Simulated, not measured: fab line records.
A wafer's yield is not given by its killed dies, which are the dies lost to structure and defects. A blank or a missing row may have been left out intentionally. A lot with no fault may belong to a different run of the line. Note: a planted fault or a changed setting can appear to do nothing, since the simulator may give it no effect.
fab line records | flow sky130
record: lots: 14 | wafers: 42 | last-day: 49
route steps=708 shown VT_ADJUST_HVTR@142 SONOS_ONO@182 RES_PROTECT@215 POLY_GATE@225
lots with no fault: from the same line, run without faults
start-h: the number of hours between the record's first day and the start of the first shown wafer of the lot | wait-h: how many hours have passed since the lot's step before this one | " same as the row above | L1.1+2: a row that stands for several wafers | - either no value or no given start | * or withheld: withheld | < > ~ a bound
route shown NAME@n: NAME is a module with steps in the file, n the number in the route of the first one | usual: the fault-free wafers' mean and standard deviation | same: alike in all rows | chamber/n: place in a boat | sites: readings site by site | _std_site: the values' standard deviation | _edge_site: outer sites' mean less inner sites' | radius-mm: how far each site lies from the wafer's centre | mask NAME#n: copy n | behind: the tool/chamber that last shaped the wafer | hold: the reason the lot was held/the length of the hold in hours/how it ended | device: which transistor (n, p or np) failed to switch | end of line: the same wafers' tests at the end of the route | a step without rows: its recipe alone | killed: not the wafer's yield, but the dies lost to structure and defects at the first sort | map: shows each die of a wafer: x if killed, . if not, _ if none is there
set.NAME: setting as actually run; set.NAME@STEP: the setting as run at that earlier step | model.NAME: the simulator's own value behind a step, which no gauge read
the route's steps for a sample of lots (tables are steps, rows are wafers)
== steps ==
step: SKY_VT_ADJUST_HVTR_TW_MEAS_11
usual: VT_ADJUST_HVTR_TW: 210.7/1.2
lot.wafer | tool          | chamber | start-h | wait-h | VT_ADJUST_HVTR_TW
L185.4    | film-metro-03 | -       | 199.70  | 0.1    | 211.3
L185.5    | "             | -       | "       | "      | 211.4
L185.6    | "             | -       | "       | "      | 210.6
L188.2    | film-metro-04 | -       | 223.03  | 0.1    | 212.2
L188.4    | "             | -       | "       | "      | 212.2
L188.5    | "             | -       | "       | "      | 212.0
L189.1    | film-metro-02 | -       | 232.77  | 0.1    | 210.3
L189.3    | "             | -       | "       | "      | 209.8
L189.5    | "             | -       | "       | "      | 210.4
L190.2    | film-metro-02 | -       | 234.33  | 0.1    | 210.4
L190.3    | "             | -       | "       | "      | 210.0
L190.4    | "             | -       | "       | "      | 209.5
L191.1    | film-metro-03 | -       | 237.99  | 0.1    | 211.6
L191.5    | "             | -       | "       | "      | 212.1
L191.6    | "             | -       | "       | "      | 211.4
L192.2    | film-metro-04 | -       | 250.80  | 0.1    | 212.1
L192.4    | "             | -       | "       | "      | 211.2
L192.6    | "             | -       | "       | "      | 210.5
L193.1    | film-metro-04 | -       | 262.42  | 0.1    | 211.1
L193.5    | "             | -       | "       | "      | 210.6
L193.6    | "             | -       | "       | "      | 211.5
L194.2    | film-metro-03 | -       | 265.30  | 0.1    | 211.5
L194.3    | "             | -       | "       | "      | 210.7
L194.5    | "             | -       | "       | "      | 211.5
L196.1    | film-metro-02 | -       | 285.34  | 0.1    | 210.3
L196.3    | "             | -       | "       | "      | 211.0
L196.6    | "             | -       | "       | "      | 211.6
L197.2    | film-metro-02 | -       | 293.50  | 0.1    | 210.6
L197.3    | "             | -       | "       | "      | 210.1
L197.6    | "             | -       | "       | "      | 210.0
L199.1    | film-metro-03 | -       | 300.97  | 0.1    | 211.5
L199.4    | "             | -       | "       | "      | 211.8
L199.5    | "             | -       | "       | "      | 211.7
L202.2    | film-metro-02 | -       | 325.18  | 0.1    | 208.4
L202.4    | "             | -       | "       | "      | 207.6
L202.5    | "             | -       | "       | "      | 208.8
L207.4    | film-metro-03 | -       | 361.47  | 0.1    | 210.8
L207.5    | "             | -       | "       | "      | 209.8
L207.6    | "             | -       | "       | "      | 210.8
L208.2    | film-metro-04 | -       | 370.18  | 0.1    | 212.1
L208.3    | "             | -       | "       | "      | 211.2
L208.5    | "             | -       | "       | "      | 211.1
step: SKY_SONOS_ONO_OVL_MEAS_14
usual: SONOS_ONO_OVL: 0.5/1.5
lot.wafer | tool       | chamber | start-h | wait-h | SONOS_ONO_OVL[nm]
L185.4    | overlay-01 | -       | 275.87  | 0.1    | 0.2
L185.5    | "          | -       | "       | "      | 2.5
L185.6    | "          | -       | "       | "      | 1.4
L188.2    | overlay-02 | -       | 298.81  | 0.1    | 3.4
L188.4    | "          | -       | "       | "      | 3.8
L188.5    | "          | -       | "       | "      | 3.8
L189.1    | overlay-01 | -       | 309.86  | 0.1    | 2.0
L189.3    | "          | -       | "       | "      | 1.1
L189.5    | "          | -       | "       | "      | 2.1
L190.2    | overlay-02 | -       | 312.24  | 0.1    | 0.4
L190.3    | "          | -       | "       | "      | 1.2
L190.4    | "          | -       | "       | "      | 1.6
L191.1    | overlay-01 | -       | 318.56  | 0.1    | -0.5
L191.5    | "          | -       | "       | "      | 1.2
L191.6    | "          | -       | "       | "      | 0.4
L192.2    | overlay-01 | -       | 328.64  | 0.1    | -0.6
L192.4    | "          | -       | "       | "      | 0.3
L192.6    | "          | -       | "       | "      | 0.2
L193.1    | overlay-01 | -       | 346.08  | 0.1    | -3.9
L193.5    | "          | -       | "       | "      | -3.0
L193.6    | "          | -       | "       | "      | -3.8
L194.2    | overlay-02 | -       | 346.39  | 0.1    | 1.2
L194.3    | "          | -       | "       | "      | -1.0
L194.5    | "          | -       | "       | "      | -0.2
L196.1    | overlay-02 | -       | 369.21  | 0.1    | -0.1
L196.3    | "          | -       | "       | "      | 1.0
L196.6    | "          | -       | "       | "      | 0.5
L197.2    | overlay-02 | -       | 378.94  | 0.1    | 1.4
L197.3    | "          | -       | "       | "      | 1.6
L197.6    | "          | -       | "       | "      | 1.3
L199.1    | overlay-02 | -       | 386.23  | 0.1    | 1.2
L199.4    | "          | -       | "       | "      | -0.8
L199.5    | "          | -       | "       | "      | -0.8
L202.2    | overlay-02 | -       | 415.54  | 0.1    | 3.2
L202.4    | "          | -       | "       | "      | 0.0
L202.5    | "          | -       | "       | "      | 1.1
L207.4    | overlay-02 | -       | 459.05  | 0.1    | 0.2
L207.5    | "          | -       | "       | "      | 1.9
L207.6    | "          | -       | "       | "      | 0.3
L208.2    | overlay-02 | -       | 463.51  | 0.1    | 2.2
L208.3    | "          | -       | "       | "      | 1.5
L208.5    | "          | -       | "       | "      | 1.0
step: SKY_RES_PROTECT_TW_MEAS_08
usual: POLY_GATE_TW: 4042/36
lot.wafer | tool          | chamber | start-h | wait-h | POLY_GATE_TW
L185.4    | film-metro-01 | -       | 331.92  | 0.1    | 4097
L185.5    | "             | -       | "       | "      | 4111
L185.6    | "             | -       | "       | "      | 4114
L188.2    | film-metro-02 | -       | 359.07  | 0.1    | 4008
L188.4    | "             | -       | "       | "      | 4005
L188.5    | "             | -       | "       | "      | 3980
L189.1    | film-metro-02 | -       | 369.84  | 0.1    | 4019
L189.3    | "             | -       | "       | "      | 4007
L189.5    | "             | -       | "       | "      | 4018
L190.2    | film-metro-03 | -       | 373.27  | 0.1    | 4048
L190.3    | "             | -       | "       | "      | 4023
L190.4    | "             | -       | "       | "      | 4033
L191.1    | film-metro-01 | -       | 378.84  | 0.1    | 4085
L191.5    | "             | -       | "       | "      | 4080
L191.6    | "             | -       | "       | "      | 4055
L192.2    | film-metro-03 | -       | 389.80  | 0.1    | 4041
L192.4    | "             | -       | "       | "      | 4027
L192.6    | "             | -       | "       | "      | 4052
L193.1    | film-metro-03 | -       | 409.09  | 0.1    | 4028
L193.5    | "             | -       | "       | "      | 4044
L193.6    | "             | -       | "       | "      | 4054
L194.2    | film-metro-01 | -       | 409.90  | 0.1    | 4122
L194.3    | "             | -       | "       | "      | 4107
L194.5    | "             | -       | "       | "      | 4083
L196.1    | film-metro-02 | -       | 436.09  | 0.1    | 4005
L196.3    | "             | -       | "       | "      | 4006
L196.6    | "             | -       | "       | "      | 3996
L197.2    | film-metro-02 | -       | 443.04  | 0.1    | 3986
L197.3    | "             | -       | "       | "      | 3992
L197.6    | "             | -       | "       | "      | 4005
L199.1    | film-metro-03 | -       | 452.56  | 0.1    | 4038
L199.4    | "             | -       | "       | "      | 4037
L199.5    | "             | -       | "       | "      | 4010
L202.2    | film-metro-03 | -       | 483.44  | 0.1    | 4061
L202.4    | "             | -       | "       | "      | 4063
L202.5    | "             | -       | "       | "      | 4046
L207.4    | film-metro-02 | -       | 526.36  | 0.1    | 3967
L207.5    | "             | -       | "       | "      | 3966
L207.6    | "             | -       | "       | "      | 3960
L208.2    | film-metro-03 | -       | 532.27  | 0.1    | 4049
L208.3    | "             | -       | "       | "      | 4061
L208.5    | "             | -       | "       | "      | 4061
step: SKY_POLY_GATE_PEB_11
recipe: peb-temp-c: withheld | peb-time-s: withheld | resist: KrF-thick
usual: chill-plate-temp-C: * | exhaust-pa: 45.0/0.87
lot.wafer | tool           | chamber | start-h | wait-h | chill-plate-temp-C | exhaust-pa
L185.4    | litho-track-04 | 0       | 361     | -      | *                  | 44.1
L185.5    | "              | 0       | "       | "      | *                  | 44.6
L185.6    | "              | 0       | "       | "      | *                  | 44.0
L188.2    | litho-track-04 | 0       | 390     | -      | *                  | 45.7
L188.4    | "              | 0       | "       | "      | *                  | 44.2
L188.5    | "              | 0       | "       | "      | *                  | 45.9
L189.1    | litho-track-03 | 0       | 400     | -      | *                  | 46.9
L189.3    | "              | 0       | "       | "      | *                  | 44.8
L189.5    | "              | 0       | "       | "      | *                  | 46.2
L190.2    | litho-track-04 | 0       | 403     | -      | *                  | 44.7
L190.3    | "              | 0       | "       | "      | *                  | 44.9
L190.4    | "              | 0       | "       | "      | *                  | 45.0
L191.1    | litho-track-02 | 0       | 409     | -      | *                  | 45.7
L191.5    | "              | 0       | "       | "      | *                  | 45.2
L191.6    | "              | 0       | "       | "      | *                  | 46.5
L192.2    | litho-track-04 | 0       | 420     | -      | *                  | 45.4
L192.4    | "              | 0       | "       | "      | *                  | 46.4
L192.6    | "              | 0       | 421     | -      | *                  | 45.7
L194.2    | litho-track-03 | 0       | 442     | -      | *                  | 46.0
L194.3    | "              | 0       | "       | "      | *                  | 43.6
L194.5    | "              | 0       | "       | "      | *                  | 45.5
L193.1    | litho-track-02 | 0       | 442     | -      | *                  | 45.3
L193.5    | "              | 0       | "       | "      | *                  | 45.4
L193.6    | "              | 0       | 443     | -      | *                  | 43.3
L196.1    | litho-track-03 | 0       | 468     | -      | *                  | 44.4
L196.3    | "              | 0       | "       | "      | *                  | 44.3
L196.6    | "              | 0       | "       | "      | *                  | 44.5
L197.2    | litho-track-02 | 0       | 475     | -      | *                  | 43.8
L197.3    | "              | 0       | "       | "      | *                  | 44.6
L197.6    | "              | 0       | "       | "      | *                  | 45.8
L199.1    | litho-track-04 | 0       | 485     | -      | *                  | 45.0
L199.4    | "              | 0       | "       | "      | *                  | 44.5
L199.5    | "              | 0       | "       | "      | *                  | 44.1
L202.2    | litho-track-04 | 0       | 515     | -      | *                  | 43.9
L202.4    | "              | 0       | "       | "      | *                  | 44.5
L202.5    | "              | 0       | "       | "      | *                  | 44.2
L207.4    | litho-track-03 | -       | 556     | -      | -                  | -
L207.5    | "              | -       | "       | "      | -                  | -
L207.6    | "              | -       | "       | "      | -                  | -
L208.2    | litho-track-04 | -       | 563     | -      | -                  | -
L208.3    | "              | -       | "       | "      | -                  | -
L208.5    | "              | -       | "       | "      | -                  | -
== key ==
first-sign: step: SKY_POLY_GATE_PEB_11 | reading: tool-record | direction: missing
effect none on later readings
met-at SKY_POLY_GATE_PEB_11
struck-lots L207,L208
later-rows-left-out L207.4,L207.5,L207.6,L208.2,L208.3,L208.5
sort-left-out L207.4,L207.5,L207.6,L208.2,L208.3,L208.5
tester-left-out L207,L208
not-acting-at SKY_VT_ADJUST_HVTR_TW_MEAS_11,SKY_SONOS_ONO_OVL_MEAS_14,SKY_RES_PROTECT_TW_MEAS_08
onset-between 515 556
fault: kind: skipped-step-whole | tool: litho-track-03,litho-track-04 | chamber: - | onset-h: 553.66 | steps: SKY_POLY_GATE_PEB_11 | scope: struck-lots-only
tester-left-out: of these lots the tester's yield and bins aren't shown, on N5 and GAA mostly nor the transistor test; their killed dies are dies lost to structure and defects alone, not to doping, threshold or leakage, so they don't give the yield
sort-left-out: the simulated sort isn't trusted on such a fault, so these wafers' sort isn't shown, and their yield isn't known
later-rows-left-out: the simulator's readings of these wafers behind a module that went badly wrong aren't trusted and aren't shown, but for the sort
